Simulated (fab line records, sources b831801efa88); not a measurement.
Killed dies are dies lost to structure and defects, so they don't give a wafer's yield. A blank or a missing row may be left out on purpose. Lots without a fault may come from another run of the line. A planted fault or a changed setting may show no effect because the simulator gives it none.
One fault seen from 2 desks | flow sky130 | each desk has only its own numbers; what lay behind them comes last

THE METROLOGY DESK
What the gauges read, lot by lot, whatever tool the lot ran on: means of the sampled wafers that have a number. A lot is out of limits, marked OUT, if its mean lies more than 4 standard deviations from the usual mean; the brackets give that distance.
Columns: A = cd_nm at SKY_VIA3_CD_MEAS_12, usual 199.4 nm; B = METAL5_ALCU_RS at SKY_METAL5_RS_MEAS_05, usual 0.027 ohm/sq; C = METAL5_ALCU_THK at SKY_METAL5_THK_MEAS_06, usual 1129 nm
lot  | first seen here | A     | B               | C
L471 | day 39 09:38    | 198.7 | 0.028           | 1093
L473 | day 40 06:38    | 199.5 | 0.027           | 1141
L474 | day 40 15:32    | 200.2 | 0.027           | 1134
L476 | day 41 01:40    | 200.6 | 0.027           | 1131
L478 | day 41 21:56    | 198.1 | 0.027           | 1121
L479 | day 42 03:00    | 199.4 | 0.027           | 1110
L481 | day 42 18:02    | 198.5 | 0.027           | 1128
L482 | day 42 21:14    | 198.7 | 0.027           | 1153
L487 | day 45 06:01    | 198.6 | 0.035 (+30) OUT | 928 (-13) OUT
L492 | day 46 13:26    | 201.3 | 0.027           | 1121
This desk's finding: out of limits on L487; first on L487, day 48 01:00 (METAL5_ALCU_RS at SKY_METAL5_RS_MEAS_05). In limits: L471, L473, L474, L476, L478, L479, L481, L482, L492.

THE TOOL OWNER'S DESK: pvd_sputter-03
The tool's own readings at SKY_METAL5_SPUTTER_02 (material AlCu, target thk 1150 nm, time 61.2 s): means of the sampled wafers that have a number, for each lot that ran on this tool. A lot is out of limits, marked OUT, if its mean lies more than 4 standard deviations from the usual mean; the brackets give that distance.
Columns: A = throttle_valve_pct at SKY_METAL5_SPUTTER_02, usual 30.2 %
lot  | first seen here | A
L471 | day 42 16:39    | 30.2
L479 | day 45 03:25    | 30.6
L481 | day 45 16:14    | 30.5
L487 | day 48 00:49    | 30.5
This desk's finding: nothing out of limits on any of the 4 lots.

PUT TOGETHER
The metrology desk could have raised an alarm at day 48 01:00, on L487.
The tool owner's desk saw nothing out of limits.
The tool owner's desk has L487 on record, within its limits.
Of the lots named, all ran SKY_METAL5_SPUTTER_02 on pvd_sputter-03.

WHAT THE SIMULATOR HAD PUT IN
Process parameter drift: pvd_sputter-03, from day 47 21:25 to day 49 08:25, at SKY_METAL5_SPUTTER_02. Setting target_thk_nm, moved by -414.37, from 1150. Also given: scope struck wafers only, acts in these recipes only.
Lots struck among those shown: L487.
Hours from the fault's start to each desk's first reading out of limits: the metrology desk, 4.
